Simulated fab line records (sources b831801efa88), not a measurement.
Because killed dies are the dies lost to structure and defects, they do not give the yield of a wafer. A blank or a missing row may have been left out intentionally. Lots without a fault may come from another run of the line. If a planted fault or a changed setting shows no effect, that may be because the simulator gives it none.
8D (eight disciplines) problem report, filled in by code    flow gf180mcu    the parts of the form that need people (team, actions taken, sign-off) are left out

## 1. WHAT IS WRONG
Across 6 wafers from 2 lots, PSD_TW at GF_PSD_TW_MEAS_11 averages 2807, while fault-free wafers read 3164 with a standard deviation of 21. Measured from the usual mean, that is -17 standard deviations.
First seen on wafer L922.1, day 19 17:05, on film_metro-03. The record has a number at this step for 33 wafers belonging to 11 lots. Rule for "out", or "out of limits": more than 4 standard deviations from the usual mean. The rest of the wafers with a number are treated as sound.

## 2. WHAT THIS IS AND IS NOT
question                     is                      is not
which readings at this step  PSD_TW                  -
which lots                   L922, L924              L908, L911, L912, L915, L916, L918, L921, L926, L927
which wafers of those lots   all that have a number  -
read on which gauges         film_metro-03           film_metro-02, film_metro-04
when                         from day 19 17:05       up to then (21 sound wafers); but 6 sound wafers of L926, L927 came after

## 3. THE SUSPECTS, EACH WITH WHAT RULES IT OUT
Counting: a tool at any process step up to the reading remains a suspect when it ran all the lots that are out and ran no sound lot after the first of those.
- the gauge at GF_PSD_TW_MEAS_11: ruled out. All the wafers that are out were read on film_metro-03, but those of them that GF_PSD_IMPLANT_09 has rows for are out there too, on other tools.
- implanter-01 at GF_PSD_IMPLANT_09: kept. It ran every lot that is out, first L922 (day 19 16:50), and no sound lot after that; its last sound lot up to then is L916 (day 17 16:47). Out on those wafers are its own readings of beam_energy_keV.
After counting, what remains is implanter-01 at GF_PSD_IMPLANT_09.

## 4. THE CAUSE (what the simulator had put in)
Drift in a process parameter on implanter-01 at GF_PSD_IMPLANT_09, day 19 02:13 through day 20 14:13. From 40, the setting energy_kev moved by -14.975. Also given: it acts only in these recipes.
Only this tool survived the counting.

## 5. SEQUENCE OF EFFECTS, ordered by route
Each row: a reading whose mean over the struck wafers that have a number lies more than 3 standard deviations from the usual. Readings are gone through only where the record gives a usual standard deviation; hours: the median, over the lots, of the time from a lot's start at the first step in this table giving one to that lot's start at this step; sigmas: the change measured in usual standard deviations.
hours  step               reading                   usual          on struck wafers  change   sigmas
0      GF_PSD_IMPLANT_09  beam_energy_keV           39.998         25.032            -14.966  -99 or more
0      GF_PSD_STRIP_10    oes_product_au            0.592 a.u.     0.629             +0.037   +8.1
0      GF_PSD_STRIP_10    strip_time_to_endpoint_s  16.52 s        15.07             -1.45    -37
0      GF_PSD_TW_MEAS_11  PSD_TW                    3164           2807              -357     -17
1      GF_PSD_RS_MEAS_15  PSD_RS                    108.60 ohm/sq  133.38            +24.78   +85
It contains these process steps:
- GF_PSD_IMPLANT_09
- GF_PSD_STRIP_10: strips in O2/N2.

## 6. WHAT WOULD HAVE CAUGHT IT SOONER
15 hours passed between the start of the fault at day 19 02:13 and the first reading out of limits at a measuring or inspecting step in this record, taken at day 19 17:05.
Tool's own readings at GF_PSD_IMPLANT_09, beam_energy_keV: out on all struck wafers the step has rows for; an alarm limit on them would have tripped on the first.
Among the 2 lots that are out, L924 began GF_PSD_IMPLANT_09 on implanter-01 after day 19 17:05. Holding the tool at that time would have saved it.
